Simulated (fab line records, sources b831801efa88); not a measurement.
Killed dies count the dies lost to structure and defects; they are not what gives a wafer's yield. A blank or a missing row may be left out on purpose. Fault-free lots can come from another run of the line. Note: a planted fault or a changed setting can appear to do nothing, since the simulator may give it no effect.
Which of the tools did it? + flow sky130 + 36 wafers from 12 lots sampled at 2 of the route's 708 steps

## WHAT THE GAUGES SHOWED, per wafer
SKY_CONTACT_OVL_MEAS_15.
| lot  | measured     | on         | CONTACT_OVL (nm) |
|------|--------------|------------|------------------|
| L075 | day 32 20:56 | overlay-01 | 5 0 -4           |
| L077 | day 33 13:38 | overlay-01 | -6 -2 -5         |
| L079 | day 33 22:42 | overlay-02 | 7 2 3            |
| L081 | day 34 21:50 | overlay-01 | 6 10 6           |
| L083 | day 35 12:23 | overlay-02 | -3 4 2           |
| L085 | day 36 02:55 | overlay-02 | 3 -2 6           |
| L087 | day 36 13:07 | overlay-01 | -4 -5 -2         |
| L089 | day 37 06:37 | overlay-01 | -2 -5 7          |
| L091 | day 38 00:47 | overlay-01 | -6 -7 0          |
| L093 | day 38 07:44 | overlay-02 | -2 0 -4          |
| L095 | day 39 03:47 | overlay-01 | 7 3 -4           |
| L097 | day 39 07:58 | overlay-01 | 1 1 -3           |

## WHAT TOOL EACH LOT RAN ON (gives the tool, then ch and the chambers of the sampled wafers, and finally the start)
| lot  | SKY_NWELL_STRIP_25                   |
|------|--------------------------------------|
| L075 | plasma_asher-02 ch 0,1, day 5 19:26  |
| L077 | plasma_asher-01 ch 0,1, day 6 09:06  |
| L079 | plasma_asher-04 ch 0,1, day 6 19:49  |
| L081 | plasma_asher-02 ch 0,1, day 7 07:04  |
| L083 | plasma_asher-01 ch 0,1, day 7 18:29  |
| L085 | plasma_asher-02 ch 0,1, day 8 06:59  |
| L087 | plasma_asher-02 ch 0,1, day 8 15:56  |
| L089 | plasma_asher-01 ch 0,1, day 9 07:35  |
| L091 | plasma_asher-04 ch 0,1, day 9 20:15  |
| L093 | plasma_asher-02 ch 0,1, day 10 04:32 |
| L095 | plasma_asher-01 ch 0,1, day 10 23:06 |
| L097 | plasma_asher-02 ch 0, day 11 03:17   |
- SKY_NWELL_STRIP_25: strips in O2/N2.

## THE ANSWER, worked out from the rows above alone
Rule: the usual values come from the lots themselves. The widest of any qualifying gaps counts: lots, ordered by their means at a reading, are off when they make up no more than a third of the lots, leave a main group of 4 or more, and stand apart from it by 3 or more times the standard deviation of that group's means. Not used: any main group whose means are identical at the precision the tables above print for the reading. Also off: a lot with no number at a reading for which 4 or more lots have one. Where the step has rows for the other lots, those lots are counted as sound.
None of the lots is off at any reading shown; this tells nothing.

## WHAT WAS PUT IN BY THE SIMULATOR
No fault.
